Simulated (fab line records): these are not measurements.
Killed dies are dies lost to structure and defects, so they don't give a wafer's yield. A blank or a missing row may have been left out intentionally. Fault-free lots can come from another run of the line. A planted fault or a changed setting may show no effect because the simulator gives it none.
What tool caused it? + flow gf180mcu + Sampling: 24 lots, 72 wafers, 3 of 602 route steps

WHAT EACH GAUGE READ, for each wafer
GF_POLY_GATE_THK_MEAS_17.
| lot  | measured     | on            | POLY_GATE_OXIDATION_THK (nm) |
|------|--------------|---------------|------------------------------|
| L074 | day 9 06:26  | film-metro-03 | 4.10 4.09 4.10               |
| L075 | day 9 11:22  | film-metro-02 | 4.00 4.08 4.07               |
| L076 | day 9 15:59  | film-metro-01 | 3.88 3.91 3.91               |
| L077 | day 10 01:16 | film-metro-01 | 3.93 3.93 3.87               |
| L078 | day 10 07:47 | film-metro-03 | 3.98 3.94 4.02               |
| L079 | day 10 11:34 | film-metro-01 | 3.94 4.00 3.97               |
| L080 | day 11 00:05 | film-metro-02 | 3.98 3.98 4.02               |
| L081 | day 11 18:40 | film-metro-03 | 3.94 3.89 3.86               |
| L082 | day 11 18:40 | film-metro-01 | 4.08 4.05 4.00               |
| L083 | day 12 03:24 | film-metro-02 | 4.09 4.06 4.07               |
| L084 | day 12 21:24 | film-metro-03 | 4.04 3.96 3.92               |
| L085 | day 13 07:17 | film-metro-02 | 4.18 4.13 4.16               |
| L086 | day 13 15:18 | film-metro-02 | 3.92 3.96 3.96               |
| L087 | day 13 16:14 | film-metro-02 | 3.97 4.04 4.05               |
| L088 | day 13 17:56 | film-metro-01 | 4.10 4.13 4.07               |
| L090 | day 14 01:27 | film-metro-02 | 3.96 4.07 4.05               |
| L089 | day 14 01:28 | film-metro-01 | 4.15 4.00 4.03               |
| L091 | day 14 09:36 | film-metro-03 | 4.01 3.98 4.01               |
| L092 | day 14 12:13 | film-metro-01 | 4.07 4.03 4.10               |
| L093 | day 14 21:53 | film-metro-02 | 4.09 4.10 4.06               |
| L094 | day 15 03:32 | film-metro-01 | 4.05 4.08 4.00               |
| L095 | day 15 11:14 | film-metro-02 | 4.13 4.19 4.18               |
| L096 | day 15 17:15 | film-metro-03 | 4.03 3.98 3.97               |
| L097 | day 16 01:28 | film-metro-03 | 4.12 4.09 4.06               |

GF_CONTACT_OVL_MEAS_15.
| lot  | measured     | on         | CONTACT_OVL (nm) |
|------|--------------|------------|------------------|
| L074 | day 15 20:42 | overlay-01 | 4 5 0            |
| L075 | day 16 05:45 | overlay-02 | -1 -2 -5         |
| L076 | day 16 12:33 | overlay-02 | 4 -2 2           |
| L077 | day 17 00:39 | overlay-01 | -16 -13 -10      |
| L078 | day 17 05:28 | overlay-02 | 5 -2 10          |
| L079 | day 17 12:39 | overlay-01 | -15 -12 -15      |
| L080 | day 18 03:32 | overlay-02 | -7 -2 1          |
| L081 | day 19 02:44 | overlay-02 | -3 -3 3          |
| L082 | day 19 04:00 | overlay-02 | -10 1 -2         |
| L083 | day 19 17:36 | overlay-02 | -8 0 -13         |
| L084 | day 20 16:30 | overlay-02 | 4 5 1            |
| L085 | day 21 02:56 | overlay-02 | 0 -1 -1          |
| L086 | day 21 15:54 | overlay-01 | 7 7 5            |
| L087 | day 21 15:59 | overlay-02 | -6 0 -6          |
| L088 | day 21 17:48 | overlay-01 | 3 6 0            |
| L090 | day 21 22:23 | overlay-02 | -2 -11 0         |
| L089 | day 22 00:00 | overlay-02 | -8 2 -6          |
| L091 | day 22 07:46 | overlay-02 | -10 7 1          |
| L092 | day 22 21:41 | overlay-02 | 1 -1 -2          |
| L093 | day 22 22:21 | overlay-02 | 3 8 0            |
| L094 | day 23 04:50 | overlay-02 | -9 -2 -8         |
| L095 | day 23 13:27 | overlay-02 | -4 -5 0          |
| L096 | day 23 19:41 | overlay-01 | 4 4 7            |
| L097 | day 24 04:14 | overlay-01 | -2 -1 5          |

WHICH TOOL RAN EACH LOT (tool, then ch and the chambers of the sampled wafers, then the start)
| lot  | GF_HV_LDD_STRIP_49                   |
|------|--------------------------------------|
| L074 | plasma-asher-04 ch 0,1, day 12 06:31 |
| L075 | plasma-asher-03 ch 0,1, day 12 13:29 |
| L076 | plasma-asher-04 ch 0,1, day 12 18:11 |
| L077 | plasma-asher-01 ch 0,1, day 13 05:02 |
| L078 | plasma-asher-03 ch 0,1, day 13 10:30 |
| L079 | plasma-asher-01 ch 0,1, day 13 16:25 |
| L080 | plasma-asher-03 ch 0,1, day 14 05:49 |
| L081 | plasma-asher-03 ch 0,1, day 15 02:49 |
| L082 | plasma-asher-04 ch 1, day 15 03:05   |
| L083 | plasma-asher-01 ch 0,1, day 15 14:14 |
| L084 | plasma-asher-03 ch 0,1, day 16 11:35 |
| L085 | plasma-asher-03 ch 0,1, day 16 22:18 |
| L086 | plasma-asher-04 ch 0,1, day 17 05:13 |
| L087 | plasma-asher-03 ch 0,1, day 17 08:16 |
| L088 | plasma-asher-01 ch 0,1, day 17 10:31 |
| L090 | plasma-asher-01 ch 0,1, day 17 17:26 |
| L089 | plasma-asher-03 ch 0,1, day 17 19:17 |
| L091 | plasma-asher-03 ch 0,1, day 18 03:24 |
| L092 | plasma-asher-01 ch 0,1, day 18 06:25 |
| L093 | plasma-asher-03 ch 0,1, day 18 17:11 |
| L094 | plasma-asher-01 ch 0,1, day 19 00:19 |
| L095 | plasma-asher-01 ch 1, day 19 08:11   |
| L096 | plasma-asher-03 ch 0,1, day 19 15:32 |
| L097 | plasma-asher-01 ch 0,1, day 19 23:51 |
- GF_HV_LDD_STRIP_49: strips in O2/N2.

AS READ BY THE TOOLS THEMSELVES (means over the sampled wafers that have a number; for cases with no such wafer, the mark the record gives instead)
GF_HV_LDD_STRIP_49.
| lot  | tool            | drypump-motor-current-A (A) | heater-power-w (W) | oes-product-au (a.u.) | platen-temp-c (C) | strip-time-to-endpoint-s (s) |
|------|-----------------|-----------------------------|--------------------|-----------------------|-------------------|------------------------------|
| L074 | plasma-asher-04 | 5.24                        | 319                | 0.721                 | 250.13            | 12.62                        |
| L075 | plasma-asher-03 | 5.33                        | 327                | 0.714                 | 250.12            | 12.63                        |
| L076 | plasma-asher-04 | 5.43                        | 354                | 0.714                 | 250.01            | 12.63                        |
| L077 | plasma-asher-01 | 5.62                        | 360                | 0.709                 | 249.92            | 12.62                        |
| L078 | plasma-asher-03 | 5.34                        | 306                | 0.711                 | 249.96            | 12.62                        |
| L079 | plasma-asher-01 | 5.63                        | 364                | 0.715                 | 249.71            | 12.61                        |
| L080 | plasma-asher-03 | 5.32                        | 310                | 0.718                 | 249.90            | 12.59                        |
| L081 | plasma-asher-03 | 5.32                        | 305                | 0.718                 | 249.95            | 12.67                        |
| L082 | plasma-asher-04 | 5.60                        | 388                | 0.716                 | 249.92            | 12.67                        |
| L083 | plasma-asher-01 | 5.62                        | 364                | 0.713                 | 249.98            | 12.60                        |
| L084 | plasma-asher-03 | 5.35                        | 308                | 0.713                 | 249.80            | 12.63                        |
| L085 | plasma-asher-03 | 5.32                        | 304                | 0.717                 | 250.08            | 12.67                        |
| L086 | plasma-asher-04 | 5.24                        | 325                | 0.714                 | 249.92            | 12.61                        |
| L087 | plasma-asher-03 | 5.30                        | 322                | 0.712                 | 250.14            | 12.59                        |
| L088 | plasma-asher-01 | 5.59                        | 322                | 0.711                 | 249.99            | 12.60                        |
| L090 | plasma-asher-01 | 5.62                        | 363                | 0.713                 | 249.92            | 12.67                        |
| L089 | plasma-asher-03 | 5.29                        | 327                | 0.713                 | 249.98            | 12.65                        |
| L091 | plasma-asher-03 | 5.31                        | 326                | 0.711                 | 250.15            | 12.64                        |
| L092 | plasma-asher-01 | 5.64                        | 362                | 0.716                 | 249.92            | 12.65                        |
| L093 | plasma-asher-03 | 5.33                        | 310                | 0.716                 | 250.06            | 12.67                        |
| L094 | plasma-asher-01 | 5.63                        | 360                | 0.715                 | 250.04            | 12.61                        |
| L095 | plasma-asher-01 | 5.55                        | 282                | 0.718                 | 249.85            | 12.58                        |
| L096 | plasma-asher-03 | 5.32                        | 324                | 0.721                 | 250.20            | 12.64                        |
| L097 | plasma-asher-01 | 5.62                        | 358                | 0.717                 | 250.13            | 12.67                        |

THE ANSWER, worked out from the rows above alone
Rule: what is usual is taken from the lots themselves. The widest of any qualifying gaps counts: lots, ordered by their means at a reading, are off when they make up no more than a third of the lots, leave a main group of 4 or more, and stand apart from it by 3 or more times the standard deviation of that group's means. A main group is skipped when, at the precision printed for the reading in the tables above, its means are all equal. Also off: a lot with no number at a reading for which 4 or more lots have one. Where the step has rows for the other lots, those lots are counted as sound. Order of review: gauges by route order, followed by the tools' own readings, for which a lot's mean as printed above is used. The first step at which some lot is off is used, and at that step the reading that is off furthest; a lot without a number counts as furthest.
None of the lots is off at any reading shown; this tells nothing.

WHAT WAS PUT IN BY THE SIMULATOR
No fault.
